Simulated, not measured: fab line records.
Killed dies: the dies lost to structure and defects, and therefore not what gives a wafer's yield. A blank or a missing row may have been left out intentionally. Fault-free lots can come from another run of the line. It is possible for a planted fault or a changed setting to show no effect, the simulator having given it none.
Comparing a struck lot with a sound one -- flow gf180mcu -- 39 out of 602 route steps
Sound: wafers L796.1, L796.2, L796.3. The struck wafers were L803.1, L803.2, L803.4. At the end, the cause is stated.
Per side, at each step with rows, come the tool, then ch with its chambers, and then its first start. Under that, the readings that differ: sound wafers -- struck wafers -- difference of the means -- sigmas: that difference in standard deviations of wafers without a fault.
alike: a reading whose means differ by less than 2 such deviations, as well as words and numbers matching on both sides. not compared: withheld readings; readings where some wafer has no value; bounds like >300 that might hide an equal value; numbers whose values overlap and for which the record gives no deviation.
A row with sigmas, a row that says differs or no value, or rows on one side alone: a step with any of these is where the two part. When numbers do not overlap yet have no deviation, they are printed without sigmas and do not part them. A reading that every wafer of one side lacks parts them only if that side has two wafers or more.

first, 4 steps without rows for these wafers: GF_M2_SOFTBAKE_10 (time 60 s); GF_M2_EXPOSE_11 (exposes mask Metal2, target cd 280 nm); GF_M2_PEB_12 (peb time 90 s); GF_M2_DEVELOP_13 (develop time 60 s).
GF_M2_CD_MEAS_14: the cd target is 280 nm.
  sound on cdSem-01 at day 20 04:33; struck on cdSem-02 at day 23 00:57
reading,sound,struck,difference,sigmas
cdNm (nm),283.4 282.4 282.3,278.8 278.7 278.7,-4.0,-3
GF_M2_OVL_MEAS_15:
  sound on overlay-02 at day 20 04:40; struck on overlay-02 at day 23 01:04
  alike: M2_OVL
then, 1 step without rows for these wafers: GF_M2_METAL_ETCH_16 (etches the open film in Cl2/BCl3, stops on SiO2, target depth 627.5 nm, time 99.59 s).
GF_M2_STRIP_17: strips in O2/N2.
  sound on plasmaAsher-03 ch 0,1, day 20 04:49; struck on plasmaAsher-02 ch 0,1, day 23 01:13
  alike: drypumpMotorCurrentA, heaterPowerW, n2FlowSccm, oesProductAu, stripTimeToEndpointS
  not compared: rfHoursCounterH
then, 3 steps without rows for these wafers: GF_M2_STRIP_18 (strips in post etch residue remover, time 1200 s); GF_M2_CLEAN_19 (cleans in DIW); GF_V2_CVD_00 (deposits SiO2, target thk 600 nm, time 100 s).
GF_V2_THK_MEAS_01:
  sound on filmMetro-02 at day 20 05:26; struck on filmMetro-04 at day 23 01:50
  alike: V2_CVD_00_THK
GF_V2_CVD_02: deposits SiO2 from TEOS, target thk 850 nm, time 94.851 s.
  sound on pecvd-01 ch 0,1,2, day 20 05:29; struck on pecvd-03 ch 1,2, day 23 01:53
reading,sound,struck,difference,sigmas
model.SiO2_of_V2_CVD_02.thkNm (nm),843.5 839.6 836.5,528.3 512.9 515.3,-321.0,
  alike: heaterPowerW, susceptorTempC
GF_V2_THK_MEAS_03:
  sound on filmMetro-02 at day 20 05:37; struck on filmMetro-04 at day 23 01:58
reading,sound,struck,difference,sigmas
V2_CVD_02_THK (nm),844 839 836,528 513 515,-321,-29
GF_V2_CMP_04: polishes SiO2.
  sound on cmp-01 ch 0,1,3, day 20 05:44; struck on cmp-01 ch 0,1,2, day 23 02:02
reading,sound,struck,difference,sigmas
timeToEndpointS (s),79 77 72,- - -,no value on the struck wafers,
  alike: motorCurrentA
GF_V2_BOW_MEAS_05:
  sound on filmMetro-02 at day 20 06:02; struck on filmMetro-02 at day 23 02:20
  alike: V2_BOW
then, 8 steps without rows for these wafers: GF_V2_DEHYDRATE_06 (time 60 s); GF_V2_HMDS_07 (prime time 60 s); GF_V2_COAT_08; GF_V2_COAT_09 (resist thk 1000 nm); GF_V2_SOFTBAKE_10 (time 60 s); GF_V2_EXPOSE_11 (exposes mask Via2, target cd 260 nm); GF_V2_PEB_12 (peb time 90 s); GF_V2_DEVELOP_13 (develop time 60 s).
GF_V2_CD_MEAS_14: the cd target is 260 nm.
  sound on cdSem-01 at day 21 06:34; struck on cdSem-01 at day 24 01:34
  alike: cdNm
GF_V2_OVL_MEAS_15:
  sound on overlay-01 at day 21 06:41; struck on overlay-02 at day 24 01:41
  alike: V2_OVL
then, 1 step without rows for these wafers: GF_V2_ETCH_16 (etches BARC in N2/H2).
GF_V2_ETCH_17: etches SiO2 in C4F8/O2/Ar, stops on TiN, target depth 630 nm.
  sound: rieDiel-04 ch 0,1,2; struck: rieDiel-03 ch 1,2,3
reading,sound,struck,difference,sigmas
oesProductAu (a.u.),0.857 0.861 0.863,0.773 0.763 0.760,-0.095,-21
model.V2.featureDepthNm (nm),633.3 633.7 632,528.3 512.9 515.3,-114.2,
model.etch.depthNm (nm),633.3 633.7 632,528.3 512.9 515.3,-114.2,
GF_V2_STRIP_18: strips in O2/N2.
  sound on plasmaAsher-01 ch 0,1, day 21 06:51; struck on plasmaAsher-04 ch 0,1, day 24 01:51
  alike: drypumpMotorCurrentA, heaterPowerW, n2FlowSccm, oesProductAu
  not compared: rfHoursCounterH
then, 2 steps without rows for these wafers: GF_V2_STRIP_19 (strips in post etch residue remover, time 1200 s); GF_V2_CLEAN_20 (cleans in DIW).
GF_V2_SPUTTER_21: material Ti, target thk 15 nm, time 80.02 s.
  sound on pvdSputter-01 at day 21 07:23; struck on pvdSputter-01 at day 24 02:23
  alike: throttleValvePct
then, 1 step without rows for these wafers: GF_V2_SPUTTER_22 (material TiN, target thk 10 nm, time 40 s).
GF_V2_CVD_23: deposits W, target thk 350 nm, time 104.94 s.
  sound on cvdW-02 ch 0,1, day 21 07:29; struck on cvdW-01 ch 0,1, day 24 02:29
reading,sound,struck,difference,sigmas
heaterPowerW (W),876 882 897,1158 1046 1129,+226,+2
  alike: susceptorTempC
GF_V2_RS_MEAS_24: measures by four-point-probe.
  sound on filmMetro-04 at day 21 07:35; struck on filmMetro-04 at day 24 02:35
  alike: V2_W_RS
GF_V2_THK_MEAS_25: measures by xrf.
  sound on filmMetro-04 at day 21 07:43; struck on filmMetro-04 at day 24 02:43
  alike: V2_W_THK
GF_V2_CMP_26: polishes, stops on SiO2, t overpolish 15 s, target thk 0 nm.
  sound on cmp-02 ch 0,2,3, day 21 07:46; struck on cmp-02 ch 1,2,3, day 24 02:49
reading,sound,struck,difference,sigmas
model.SiO2_of_V2_CVD_02.thkNm (nm),629.6 629.9 628.2,524.5 509.1 511.5,-114.2,
  alike: motorCurrentA, overpolishRunS, timeToEndpointS
then, 1 step without rows for these wafers: GF_M3_SPUTTER_00 (material Ti, target thk 37.5 nm, time 154.7 s).
-- the record jumps here: 8 days lie between the struck wafers' starts before and after (it left off in module M3 and takes up again in module PASSIVATION, whose first step shown is number 602 of the route) --
GF_PASSIVATION_PROBE_99:
  sound on prober-01 at day 29 21:34; struck on prober-02 at day 32 00:04
reading,sound,struck,difference,sigmas
model.etest.met3Comb.leakLog10AUm,-11.63 -11.87 -12.01,-7.047 -7.26 -7.153,+4.683,
model.etest.via2Chain.rcOhm,6.481 6.506 6.447,6.057 6.133 6.161,-0.361,

== WHERE THEY PART ==
Last at GF_V2_CVD_23 as far as this record goes, first at GF_M2_CD_MEAS_14. Later steps at which nothing parts them and some readings are alike: GF_V2_RS_MEAS_24, GF_V2_THK_MEAS_25, GF_V2_CMP_26.

WHY: whatever the simulator had introduced
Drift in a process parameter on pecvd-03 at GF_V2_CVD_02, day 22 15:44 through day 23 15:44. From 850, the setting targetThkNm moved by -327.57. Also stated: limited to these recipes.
